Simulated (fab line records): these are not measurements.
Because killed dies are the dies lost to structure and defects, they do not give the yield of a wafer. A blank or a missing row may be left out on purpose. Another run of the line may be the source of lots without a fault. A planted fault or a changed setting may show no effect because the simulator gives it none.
fab line records | flow gf180mcu
record lots=16 | wafers=48 | last_day=34
route steps=602 shown V5@558 TOP_METAL@570 PASSIVATION@598
lots with no fault: from the same line, run without faults
start_h: start of the lot's first displayed wafer, in hours after the record's first day | wait_h: time in hours since the lot's previous step | " identical to the entry in the row above | L1.1+2: several wafers, shown together as one row | - no value, or no start given | * or withheld: withheld | < > ~ a bound
route shown NAME@n: NAME is a module with steps in the file, n the number in the route of the first one | usual: mean/standard deviation of fault-free wafers | same: alike in all rows | chamber/n: place in a boat | sites: readings site by site | _std_site: their standard deviation | _edge_site: outer sites' mean less inner sites' | radius_mm: for every site, how far away it sits from the centre of the wafer | mask NAME#n: copy n | behind: the most recent tool/chamber to have shaped the wafer | hold: reason for holding the lot/hours on hold/outcome of the hold | device: whichever transistor did not switch (one of n, p or np) | end of line: the tests these same wafers got at the end of their route | a step given without rows: its recipe and nothing more | killed: dies that structure and defects cost at the first sort, which is not the same as the wafer's yield | map: dies across one wafer; x = killed, . = not, _ = none there
set.NAME: the setting that was run; set.NAME@STEP: the one run at that earlier step | model.NAME: the simulator's own value behind a step, which no gauge read
steps of the route over a sample of lots; a table a step, a row a wafer
services: a tool's chamber out of use, with start hour (start_h, from the record's first day; less than 0 if before it), hours out, and reason
## steps
# step GF_V5_STRIP_18
# recipe chemistry=O2/N2 | power_w=1400 | pressure_mtorr=1500 | platen_temp_c=250 | o2_flow_sccm=3000 | n2_flow_sccm=300 | overash_fraction=0.5
# usual drypump_motor_current_A=6.2/0.41 | heater_power_w=340/38 | oes_product_au=0.567/0.0049 | platen_temp_c=250.01/0.17
lot.wafer | tool            | chamber | start_h | wait_h | drypump_motor_current_A | heater_power_w | oes_product_au | platen_temp_c | rf_hours_counter_h
L548.1    | plasma_asher-01 | 0       | 635.31  | -      | 6.2                     | 375            | 0.566          | 250.03        | 80
L548.3    | "               | 0       | "       | "      | 6.2                     | 391            | 0.572          | 249.98        | -
L548.5    | "               | 1       | "       | "      | 6.6                     | 259            | 0.566          | 249.98        | -
L549.1    | plasma_asher-04 | 0       | 643.77  | -      | 6.1                     | 329            | 0.573          | 250.08        | 23
L549.2    | "               | 1       | "       | "      | 6.1                     | 375            | 0.571          | 250.15        | 23
L549.6    | "               | 1       | "       | "      | 6.1                     | 381            | 0.572          | 250.26        | -
L550.1    | plasma_asher-02 | 0       | 654.59  | -      | 6.7                     | 328            | 0.569          | 249.99        | 59
L550.2    | "               | 1       | "       | "      | 5.4                     | 342            | 0.569          | 250.02        | 59
L550.4    | "               | 0       | "       | "      | 6.7                     | 324            | 0.575          | 250.17        | -
L553.2    | plasma_asher-02 | 0       | 673.25  | -      | 6.8                     | 321            | 0.567          | 250.02        | 61
L553.5    | "               | 1       | "       | "      | 5.4                     | 346            | 0.553          | 250.37        | -
L553.6    | "               | 0       | "       | "      | 6.8                     | 317            | 0.564          | 250.26        | -
L554.1    | plasma_asher-01 | 0       | 680.96  | -      | 6.3                     | 385            | 0.562          | 249.86        | 85
L554.3    | "               | 1       | "       | "      | 6.6                     | 266            | 0.563          | 249.87        | -
L554.4    | "               | 0       | "       | "      | 6.2                     | 384            | 0.566          | 250.10        | -
L555.1    | plasma_asher-01 | 1       | 688.66  | -      | 6.6                     | 263            | 0.565          | 249.52        | 86
L555.3    | "               | 0       | "       | "      | 6.3                     | 379            | 0.570          | 249.88        | -
L555.4    | "               | 1       | "       | "      | 6.6                     | 267            | 0.575          | 249.81        | -
L556.4    | plasma_asher-04 | 0       | 701.43  | -      | 6.1                     | 329            | 0.575          | 249.48        | -
L556.5    | "               | 1       | "       | "      | 6.1                     | 374            | 0.569          | 249.93        | -
L556.6    | "               | 0       | "       | "      | 6.1                     | 327            | 0.561          | 249.92        | -
L558.1    | plasma_asher-02 | 1       | 715.34  | -      | 5.4                     | 334            | 0.574          | 250.19        | 66
L558.2    | "               | 0       | "       | "      | 6.7                     | 323            | 0.573          | 249.92        | 66
L558.5    | "               | 0       | "       | "      | 6.7                     | 325            | 0.565          | 249.91        | -
L559.4    | plasma_asher-01 | 1       | 716.64  | -      | 6.6                     | 268            | 0.564          | 250.23        | -
L559.5    | "               | 1       | "       | "      | 6.6                     | 273            | 0.567          | 250.35        | -
L559.6    | "               | 0       | "       | "      | 6.2                     | 399            | 0.573          | 249.86        | -
L560.1    | plasma_asher-02 | 0       | 724.41  | -      | 6.8                     | 324            | 0.573          | 249.88        | 67
L560.3    | "               | 1       | "       | "      | 5.4                     | 346            | 0.574          | 250.27        | -
L560.4    | "               | 0       | "       | "      | 6.8                     | 332            | 0.560          | 250.07        | -
L561.1    | plasma_asher-01 | 1       | 728.30  | -      | 6.6                     | 271            | 0.557          | 249.93        | 90
L561.3    | "               | 1       | "       | "      | 6.6                     | 270            | 0.565          | 249.81        | -
L561.4    | "               | 0       | "       | "      | 6.3                     | 380            | 0.561          | 249.77        | -
L563.4    | plasma_asher-04 | 0       | 741.28  | -      | 6.1                     | 335            | 0.569          | 249.67        | -
L563.5    | "               | 0       | "       | "      | 6.1                     | 333            | 0.571          | 250.12        | -
L563.6    | "               | 1       | "       | "      | 6.1                     | 384            | 0.568          | 249.91        | -
L565.2    | plasma_asher-02 | 0       | 753.55  | -      | 6.7                     | 330            | 0.564          | 249.95        | 71
L565.3    | "               | 1       | "       | "      | 5.4                     | 346            | 0.572          | 250.13        | -
L565.5    | "               | 0       | "       | "      | 6.7                     | 321            | 0.575          | 249.72        | -
L567.1    | plasma_asher-04 | 0       | 767.95  | -      | 6.1                     | 328            | 0.562          | 250.07        | 36
L567.2    | "               | 1       | "       | "      | 6.1                     | 376            | 0.566          | 249.99        | 36
L567.4    | "               | 0       | "       | "      | 6.1                     | 337            | 0.563          | 249.96        | -
L569.2    | plasma_asher-04 | 1       | 773.85  | -      | 6.1                     | 386            | 0.569          | 250.05        | 37
L569.3    | "               | 1       | "       | "      | 6.1                     | 383            | 0.561          | 249.97        | -
L569.6    | "               | 0       | "       | "      | 6.1                     | 335            | 0.569          | 249.94        | -
L570.1    | plasma_asher-04 | 1       | 785.76  | -      | 6.1                     | 375            | 0.567          | 250.05        | 38
L570.2    | "               | 0       | "       | "      | 6.1                     | 326            | 0.569          | 250.31        | 38
L570.3    | "               | 1       | "       | "      | 6.1                     | 376            | 0.557          | 249.90        | -
# step GF_V5_SPUTTER_21
# recipe material=Ti | target_thk_nm=15 | chamber_pressure_pa=5 | power_w=2500 | substrate_temp_c=200 | time_s=80.02
# usual throttle_valve_pct=29.7/0.99
# same time_s=80.02
lot.wafer | tool           | chamber | start_h | wait_h | throttle_valve_pct
L548.1    | pvd_sputter-01 | -       | 635.87  | 0.0    | 27.8
L548.3    | "              | -       | "       | "      | 30.8
L548.5    | "              | -       | "       | "      | 29.0
L549.1    | pvd_sputter-01 | -       | 644.33  | 0.0    | 29.1
L549.2    | "              | -       | "       | "      | 27.8
L549.6    | "              | -       | "       | "      | 27.7
L550.1    | pvd_sputter-02 | -       | 655.16  | 0.0    | 29.0
L550.2    | "              | -       | "       | "      | 30.9
L550.4    | "              | -       | "       | "      | 30.6
L553.2    | pvd_sputter-02 | -       | 673.80  | 0.0    | 30.6
L553.5    | "              | -       | "       | "      | 30.7
L553.6    | "              | -       | "       | "      | 29.4
L554.1    | pvd_sputter-02 | -       | 681.54  | 0.0    | 29.5
L554.3    | "              | -       | "       | "      | 31.0
L554.4    | "              | -       | "       | "      | 30.7
L555.1    | pvd_sputter-04 | -       | 689.23  | 0.0    | 30.9
L555.3    | "              | -       | "       | "      | 30.2
L555.4    | "              | -       | "       | "      | 28.7
L556.4    | pvd_sputter-01 | -       | 702.29  | 0.0    | 29.7
L556.5    | "              | -       | "       | "      | 29.2
L556.6    | "              | -       | "       | "      | 27.9
L558.1    | pvd_sputter-04 | -       | 715.88  | 0.0    | 29.9
L558.2    | "              | -       | "       | "      | 28.7
L558.5    | "              | -       | "       | "      | 28.6
L559.4    | pvd_sputter-01 | -       | 717.14  | 0.0    | 29.0
L559.5    | "              | -       | "       | "      | 28.0
L559.6    | "              | -       | "       | "      | 28.8
L560.1    | pvd_sputter-02 | -       | 724.95  | 0.0    | 29.4
L560.3    | "              | -       | "       | "      | 30.9
L560.4    | "              | -       | "       | "      | 28.9
L561.1    | pvd_sputter-01 | -       | 728.84  | 0.0    | 30.2
L561.3    | "              | -       | "       | "      | 29.0
L561.4    | "              | -       | "       | "      | 28.1
L563.4    | pvd_sputter-01 | -       | 741.78  | 0.0    | 27.8
L563.5    | "              | -       | "       | "      | 29.0
L563.6    | "              | -       | "       | "      | 27.6
L565.2    | pvd_sputter-02 | -       | 754.09  | 0.0    | 29.6
L565.3    | "              | -       | "       | "      | 30.6
L565.5    | "              | -       | "       | "      | 30.7
L567.1    | pvd_sputter-01 | -       | 768.49  | 0.0    | 30.7
L567.2    | "              | -       | "       | "      | 27.8
L567.4    | "              | -       | "       | "      | 29.1
L569.2    | pvd_sputter-04 | -       | 774.82  | 0.0    | 30.0
L569.3    | "              | -       | "       | "      | 28.9
L569.6    | "              | -       | "       | "      | 29.5
L570.1    | pvd_sputter-01 | -       | 786.29  | 0.0    | 27.6
L570.2    | "              | -       | "       | "      | 29.2
L570.3    | "              | -       | "       | "      | 30.0
# step GF_TOP_METAL_SPUTTER_03
# recipe material=Ti | target_thk_nm=5 | substrate_temp_c=300 | chamber_pressure_pa=0.3 | power_w=3068 | time_s=3.3
# usual throttle_valve_pct=29.9/1.1
# same time_s=3.3
lot.wafer | tool           | chamber | start_h | wait_h | throttle_valve_pct
L548.1    | pvd_sputter-03 | -       | 636.74  | 0.0    | 32.0
L548.3    | "              | -       | "       | "      | 30.1
L548.5    | "              | -       | "       | "      | 30.8
L549.1    | pvd_sputter-01 | -       | 645.19  | 0.0    | 29.3
L549.2    | "              | -       | "       | "      | 30.7
L549.6    | "              | -       | "       | "      | 30.0
L550.1    | pvd_sputter-04 | -       | 656.02  | 0.0    | 29.0
L550.2    | "              | -       | "       | "      | 30.0
L550.4    | "              | -       | "       | "      | 29.7
L553.2    | pvd_sputter-03 | -       | 674.66  | 0.0    | 31.7
L553.5    | "              | -       | "       | "      | 30.7
L553.6    | "              | -       | "       | "      | 30.2
L554.1    | pvd_sputter-01 | -       | 682.41  | 0.0    | 27.9
L554.3    | "              | -       | "       | "      | 29.2
L554.4    | "              | -       | "       | "      | 30.6
L555.1    | pvd_sputter-03 | -       | 690.10  | 0.0    | 30.5
L555.3    | "              | -       | "       | "      | 28.0
L555.4    | "              | -       | "       | "      | 29.9
L556.4    | pvd_sputter-03 | -       | 703.16  | 0.0    | 28.0
L556.5    | "              | -       | "       | "      | 31.6
L556.6    | "              | -       | "       | "      | 27.9
L558.1    | pvd_sputter-04 | -       | 716.87  | 0.0    | 30.2
L558.2    | "              | -       | "       | "      | 30.6
L558.5    | "              | -       | "       | "      | 30.8
L559.4    | pvd_sputter-03 | -       | 718.24  | 0.0    | 30.5
L559.5    | "              | -       | "       | "      | 30.3
L559.6    | "              | -       | "       | "      | 28.1
L560.1    | pvd_sputter-03 | -       | 725.82  | 0.0    | 29.9
L560.3    | "              | -       | "       | "      | 28.0
L560.4    | "              | -       | "       | "      | 31.3
L561.1    | pvd_sputter-04 | -       | 729.70  | 0.0    | 28.8
L561.3    | "              | -       | "       | "      | 30.4
L561.4    | "              | -       | "       | "      | 30.2
L563.4    | pvd_sputter-03 | -       | 742.65  | 0.0    | 30.4
L563.5    | "              | -       | "       | "      | 31.6
L563.6    | "              | -       | "       | "      | 30.1
L565.2    | pvd_sputter-04 | -       | 754.95  | 0.0    | 28.5
L565.3    | "              | -       | "       | "      | 30.5
L565.5    | "              | -       | "       | "      | 28.6
L567.1    | pvd_sputter-01 | -       | 769.36  | 0.0    | 29.2
L567.2    | "              | -       | "       | "      | 27.8
L567.4    | "              | -       | "       | "      | 30.6
L569.2    | pvd_sputter-04 | -       | 775.69  | 0.0    | 30.3
L569.3    | "              | -       | "       | "      | 30.4
L569.6    | "              | -       | "       | "      | 29.8
L570.1    | pvd_sputter-03 | -       | 787.16  | 0.0    | 31.7
L570.2    | "              | -       | "       | "      | 28.1
L570.3    | "              | -       | "       | "      | 30.1
# step GF_PASSIVATION_ETCH_11
# recipe chemistry=CF4/O2 | target_depth_nm=2040 | stop_on=TiN | source_w=800 | bias_w=150 | pressure_mtorr=150 | cf4_flow_sccm=80 | O2_flow_sccm=10 | time_s=453.3
# usual drypump_motor_current_A=5.5/0.43 | oes_product_au=0.990/0.005 | throttle_valve_pct=5.968/0.0089
# same time_s=453.3
lot.wafer | tool        | chamber | start_h | wait_h | drypump_motor_current_A | oes_product_au | rf_hours_counter_h | throttle_valve_pct
L548.1    | rie_diel-02 | 2       | 677.52  | -      | 5.6                     | 0.980          | 1                  | 5.973
L548.3    | "           | 0       | "       | "      | 4.9                     | 0.992          | 36                 | 5.972
L548.5    | "           | 2       | "       | "      | 5.6                     | 0.991          | -                  | 5.969
L549.1    | rie_diel-03 | 1       | 685.77  | -      | 5.3                     | 0.993          | 20                 | 5.975
L549.2    | "           | 0       | "       | "      | 5.3                     | 0.992          | 29                 | 5.976
L549.6    | "           | 1       | "       | "      | 5.4                     | 0.995          | -                  | 5.974
L550.1    | rie_diel-02 | 1       | 695.67  | -      | 5.7                     | 0.995          | 8                  | 5.958
L550.2    | "           | 2       | "       | "      | 5.6                     | 0.995          | 2                  | 5.969
L550.4    | "           | 2       | "       | "      | 5.6                     | 0.986          | -                  | 5.969
L553.2    | rie_diel-02 | 1       | 713.32  | -      | 5.7                     | 0.833          | 9                  | 5.931
L553.5    | "           | 0       | "       | "      | 4.9                     | 0.836          | -                  | 5.934
L553.6    | "           | 1       | "       | "      | 5.7                     | 0.840          | -                  | 5.914
L554.1    | rie_diel-02 | 0       | 719.92  | -      | 5.0                     | 0.848          | 37                 | 5.927
L554.3    | "           | 3       | "       | "      | 5.6                     | 0.842          | 26                 | 5.919
L554.4    | "           | 1       | "       | "      | 5.7                     | 0.836          | 9                  | 5.930
L555.1    | rie_diel-02 | 2       | 727.64  | -      | 5.6                     | 0.838          | 4                  | 5.920
L555.3    | "           | 1       | "       | "      | 5.7                     | 0.839          | 10                 | 5.908
L555.4    | "           | 0       | "       | "      | 4.9                     | 0.834          | 37                 | 5.931
L556.4    | rie_diel-02 | 0       | 739.07  | -      | 4.9                     | 0.834          | 38                 | 5.914
L556.5    | "           | 3       | "       | "      | 5.6                     | 0.838          | -                  | 5.907
L556.6    | "           | 2       | "       | "      | 5.6                     | 0.835          | -                  | 5.916
L558.1    | rie_diel-03 | 2       | 752.55  | -      | 4.7                     | 0.995          | 15                 | 5.961
L558.2    | "           | 3       | "       | "      | 6.1                     | 0.989          | 14                 | 5.948
L558.5    | "           | 2       | "       | "      | 4.6                     | 0.984          | -                  | 5.971
L559.4    | rie_diel-01 | 0       | 754.38  | -      | 5.6                     | 0.990          | -                  | 5.950
L559.5    | "           | 3       | "       | "      | 6.3                     | 0.981          | -                  | 5.968
L559.6    | "           | 1       | "       | "      | 5.6                     | 0.984          | -                  | 5.968
L560.1    | rie_diel-03 | 0       | 760.60  | -      | 5.3                     | 0.994          | 32                 | 5.969
L560.3    | "           | 2       | "       | "      | 4.6                     | 0.991          | 16                 | 5.970
L560.4    | "           | 3       | "       | "      | 6.0                     | 0.997          | 14                 | 5.966
L561.1    | rie_diel-03 | 3       | 764.65  | -      | 6.0                     | 0.982          | 14                 | 5.983
L561.3    | "           | 1       | "       | "      | 5.4                     | 1.001          | 23                 | 5.969
L561.4    | "           | 2       | "       | "      | 4.6                     | 0.986          | 16                 | 5.973
L563.4    | rie_diel-01 | 2       | 775.79  | -      | 5.2                     | 0.987          | 28                 | 5.969
L563.5    | "           | 3       | "       | "      | 6.2                     | 0.995          | -                  | 5.957
L563.6    | "           | 0       | "       | "      | 5.5                     | 0.988          | -                  | 5.956
L565.2    | rie_diel-01 | 2       | 788.34  | -      | 5.2                     | 0.984          | 29                 | 5.974
L565.3    | "           | 0       | "       | "      | 5.5                     | 0.988          | 24                 | 5.968
L565.5    | "           | 2       | "       | "      | 5.2                     | 0.990          | -                  | 5.962
L567.1    | rie_diel-03 | 2       | 801.89  | -      | 4.7                     | 0.990          | 18                 | 5.964
L567.2    | "           | 0       | "       | "      | 5.3                     | 0.987          | 34                 | 5.971
L567.4    | "           | 1       | "       | "      | 5.4                     | 0.990          | 24                 | 5.976
L569.2    | rie_diel-03 | 3       | 807.04  | -      | 6.1                     | 0.982          | 17                 | 5.988
L569.3    | "           | 2       | "       | "      | 4.7                     | 0.984          | 19                 | 5.965
L569.6    | "           | 3       | "       | "      | 6.0                     | 0.991          | -                  | 5.969
L570.1    | rie_diel-03 | 1       | 817.60  | -      | 5.3                     | 0.986          | 25                 | 5.965
L570.2    | "           | 3       | "       | "      | 6.1                     | 0.996          | 18                 | 5.965
L570.3    | "           | 2       | "       | "      | 4.7                     | 0.989          | 20                 | 5.958
# step GF_PASSIVATION_STRIP_12
# recipe chemistry=O2/N2 | power_w=1400 | pressure_mtorr=1500 | platen_temp_c=250 | o2_flow_sccm=3000 | n2_flow_sccm=300 | overash_fraction=0.5
# usual drypump_motor_current_A=5.6/0.73 | heater_power_w=333/30 | oes_product_au=0.719/0.0044 | platen_temp_c=249.97/0.18 | strip_time_to_endpoint_s=32.93/0.17
lot.wafer | tool            | chamber | start_h | wait_h | drypump_motor_current_A | heater_power_w | oes_product_au | platen_temp_c | rf_hours_counter_h | strip_time_to_endpoint_s
L548.1    | plasma_asher-02 | 1       | 677.79  | 0.1    | 5.5                     | 351            | 0.710          | 249.98        | 62                 | 32.97
L548.3    | "               | 0       | "       | "      | 6.7                     | 324            | 0.711          | 249.71        | -                  | 32.68
L548.5    | "               | 0       | "       | "      | 6.7                     | 314            | 0.729          | 249.84        | -                  | 32.80
L549.1    | plasma_asher-03 | 1       | 686.04  | 0.1    | 4.6                     | 361            | 0.722          | 249.78        | 106                | 32.87
L549.2    | "               | 0       | "       | "      | 5.2                     | 281            | 0.722          | 250.10        | 106                | 32.70
L549.6    | "               | 1       | "       | "      | 4.7                     | 359            | 0.719          | 249.58        | -                  | 32.88
L550.1    | plasma_asher-03 | 0       | 696.07  | 0.3    | 5.2                     | 282            | 0.723          | 249.77        | 107                | 33.02
L550.2    | "               | 1       | "       | "      | 4.6                     | 361            | 0.727          | 249.79        | 107                | 33.21
L550.4    | "               | 1       | "       | "      | 4.6                     | 366            | 0.723          | 249.74        | -                  | 33.16
L553.2    | plasma_asher-03 | 0       | 713.59  | 0.1    | 5.2                     | 281            | 0.720          | 250.00        | 108                | 37.01
L553.5    | "               | 0       | "       | "      | 5.2                     | 278            | 0.722          | 249.57        | -                  | 36.97
L553.6    | "               | 1       | "       | "      | 4.6                     | 361            | 0.725          | 250.02        | -                  | 37.01
L554.1    | plasma_asher-04 | 1       | 720.19  | 0.1    | 6.1                     | 374            | 0.723          | 250.03        | 31                 | 37.02
L554.3    | "               | 0       | "       | "      | 6.1                     | 332            | 0.723          | 249.84        | -                  | 37.04
L554.4    | "               | 1       | "       | "      | 6.1                     | 376            | 0.723          | 249.70        | -                  | 37.04
L555.1    | plasma_asher-02 | 0       | 727.91  | 0.1    | 6.8                     | 319            | 0.716          | 250.10        | 67                 | 36.88
L555.3    | "               | 1       | "       | "      | 5.4                     | 341            | 0.721          | 249.76        | -                  | 36.73
L555.4    | "               | 0       | "       | "      | 6.8                     | 330            | 0.720          | 249.85        | -                  | 36.97
L556.4    | plasma_asher-04 | 0       | 739.37  | 0.2    | 6.1                     | 330            | 0.722          | 249.49        | -                  | 36.76
L556.5    | "               | 0       | "       | "      | 6.1                     | 334            | 0.722          | 249.98        | -                  | 36.81
L556.6    | "               | 1       | "       | "      | 6.1                     | 374            | 0.711          | 250.06        | -                  | 36.82
L558.1    | plasma_asher-02 | 0       | 752.82  | 0.1    | 6.7                     | 326            | 0.713          | 249.77        | 70                 | 32.87
L558.2    | "               | 1       | "       | "      | 5.4                     | 340            | 0.711          | 250.11        | 70                 | 32.73
L558.5    | "               | 0       | "       | "      | 6.7                     | 317            | 0.719          | 249.76        | -                  | 32.83
L559.4    | plasma_asher-04 | 0       | 754.55  | 0.0    | 6.1                     | 325            | 0.721          | 250.15        | -                  | 32.81
L559.5    | "               | 1       | "       | "      | 6.1                     | 378            | 0.723          | 250.22        | -                  | 33.11
L559.6    | "               | 0       | "       | "      | 6.1                     | 337            | 0.713          | 249.88        | -                  | 33.07
L560.1    | plasma_asher-02 | 0       | 760.87  | 0.1    | 6.7                     | 330            | 0.726          | 249.85        | 71                 | 32.73
L560.3    | "               | 0       | "       | "      | 6.7                     | 328            | 0.716          | 249.97        | -                  | 32.78
L560.4    | "               | 1       | "       | "      | 5.4                     | 337            | 0.721          | 249.84        | -                  | 32.73
L561.1    | plasma_asher-03 | 0       | 764.92  | 0.1    | 5.1                     | 284            | 0.715          | 249.89        | 2                  | 32.91
L561.3    | "               | 0       | "       | "      | 5.1                     | 281            | 0.727          | 250.42        | -                  | 32.85
L561.4    | "               | 1       | "       | "      | 4.6                     | 354            | 0.715          | 249.97        | -                  | 32.99
L563.4    | plasma_asher-02 | 0       | 776.10  | 0.2    | 6.7                     | 323            | 0.723          | 250.24        | -                  | 32.88
L563.5    | "               | 1       | "       | "      | 5.4                     | 344            | 0.716          | 249.87        | -                  | 32.96
L563.6    | "               | 0       | "       | "      | 6.8                     | 319            | 0.712          | 250.07        | -                  | 32.82
L565.2    | plasma_asher-02 | 1       | 788.61  | 0.1    | 5.4                     | 346            | 0.719          | 249.86        | 75                 | 33.21
L565.3    | "               | 0       | "       | "      | 6.7                     | 321            | 0.719          | 249.96        | -                  | 32.98
L565.5    | "               | 1       | "       | "      | 5.5                     | 335            | 0.718          | 250.18        | -                  | 33.10
L567.1    | plasma_asher-02 | 0       | 802.16  | 0.1    | 6.7                     | 318            | 0.716          | 250.02        | 76                 | 33.19
L567.2    | "               | 1       | "       | "      | 5.4                     | 340            | 0.720          | 249.97        | 76                 | 33.12
L567.4    | "               | 0       | "       | "      | 6.7                     | 323            | 0.717          | 250.03        | -                  | 33.04
L569.2    | plasma_asher-03 | 0       | 807.31  | 0.1    | 5.2                     | 281            | 0.720          | 250.16        | 7                  | 33.02
L569.3    | "               | 0       | "       | "      | 5.2                     | 283            | 0.716          | 249.82        | -                  | 33.20
L569.6    | "               | 0       | "       | "      | 5.2                     | 279            | 0.711          | 250.09        | -                  | 33.09
L570.1    | plasma_asher-03 | 1       | 817.87  | 0.1    | 4.6                     | 347            | 0.722          | 249.87        | 9                  | 32.74
L570.2    | "               | 0       | "       | "      | 5.2                     | 284            | 0.723          | 249.64        | 9                  | 32.95
L570.3    | "               | 0       | "       | "      | 5.2                     | 292            | 0.718          | 249.70        | -                  | 32.97
## services
tool            | chamber | start_h | hours | kind
plasma_asher-01 | -       | 613.98  | 14.6  | pm
rie_diel-02     | 3       | 614.77  | 2.9   | repair
rie_diel-02     | -       | 634.28  | 0.3   | repair
rie_diel-02     | 3       | 634.64  | 70.8  | repair
rie_diel-03     | 0       | 644.66  | 10.2  | repair
rie_diel-02     | -       | 645.59  | 14.6  | pm
rie_diel-01     | 2       | 663.08  | 1.4   | repair
rie_diel-01     | 3       | 688.13  | 3.1   | repair
rie_diel-02     | 0       | 691.69  | 13.0  | repair
rie_diel-03     | 1       | 707.25  | 1.4   | repair
rie_diel-03     | 0       | 717.16  | 1.8   | repair
pvd_sputter-03  | -       | 729.49  | 1.9   | repair
plasma_asher-03 | -       | 733.75  | 9.0   | pm
rie_diel-03     | -       | 734.73  | 1.0   | repair
plasma_asher-01 | -       | 739.12  | 1.3   | repair
pvd_sputter-01  | -       | 740.02  | 1.0   | repair
rie_diel-02     | 0       | 745.60  | 1.4   | repair
rie_diel-01     | 0       | 746.49  | 3.6   | repair
rie_diel-01     | 2       | 749.63  | 6.0   | repair
rie_diel-02     | 0       | 752.78  | 5.8   | repair
pvd_sputter-01  | -       | 763.42  | 2.4   | repair
plasma_asher-01 | -       | 773.07  | 28.1  | pm
rie_diel-03     | 1       | 779.92  | 11.7  | repair
rie_diel-03     | 0       | 787.01  | 4.2   | repair
## key
first_sign step=GF_PASSIVATION_ETCH_11 | reading=oes_product_au | direction=down | sigmas=30 | usual=0.990 | struck=0.838
effect step=GF_PASSIVATION_ETCH_11 | reading=throttle_valve_pct | direction=down | sigmas=5.3 | usual=5.968 | struck=5.921
effect step=GF_PASSIVATION_STRIP_12 | reading=strip_time_to_endpoint_s | direction=up | sigmas=23 | usual=* | struck=*
met_at GF_PASSIVATION_ETCH_11
struck_lots L553,L554,L555,L556
later_rows_left_out L553.2,L553.5,L553.6,L554.1,L554.3,L554.4,L555.1,L555.3,L555.4,L556.4,L556.5,L556.6
sort_left_out L553.2,L553.5,L553.6,L554.1,L554.3,L554.4,L555.1,L555.3,L555.4,L556.4,L556.5,L556.6
tester_left_out L553,L554,L555,L556
not_acting_at GF_V5_STRIP_18,GF_V5_SPUTTER_21,GF_TOP_METAL_SPUTTER_03
onset_between 695.67 713.32
earlier_fault kind=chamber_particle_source | tool=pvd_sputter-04 | chamber=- | onset_h=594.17 | steps=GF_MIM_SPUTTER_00 | rate_per_visit_cm2=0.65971
earlier_fault kind=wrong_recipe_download | tool=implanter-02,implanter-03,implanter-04 | chamber=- | onset_h=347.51 | steps=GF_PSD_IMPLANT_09 | wrong_recipe.not_listed=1
fault kind=process_parameter_drift | tool=rie_diel-02 | chamber=- | onset_h=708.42 | steps=GF_PASSIVATION_ETCH_11 | channel=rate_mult | offset=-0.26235 | shape=step
# tester_left_out: of these lots the tester's yield and bins aren't shown, on N5 and GAA mostly nor the transistor test; their killed dies are dies lost to structure and defects alone, not to doping, threshold or leakage, so they don't give the yield
# sort_left_out: the simulated sort isn't trusted on such a fault, so these wafers' sort isn't shown, and their yield isn't known
# later_rows_left_out: the simulator's readings of these wafers behind a module that went badly wrong aren't trusted and aren't shown, but for the sort
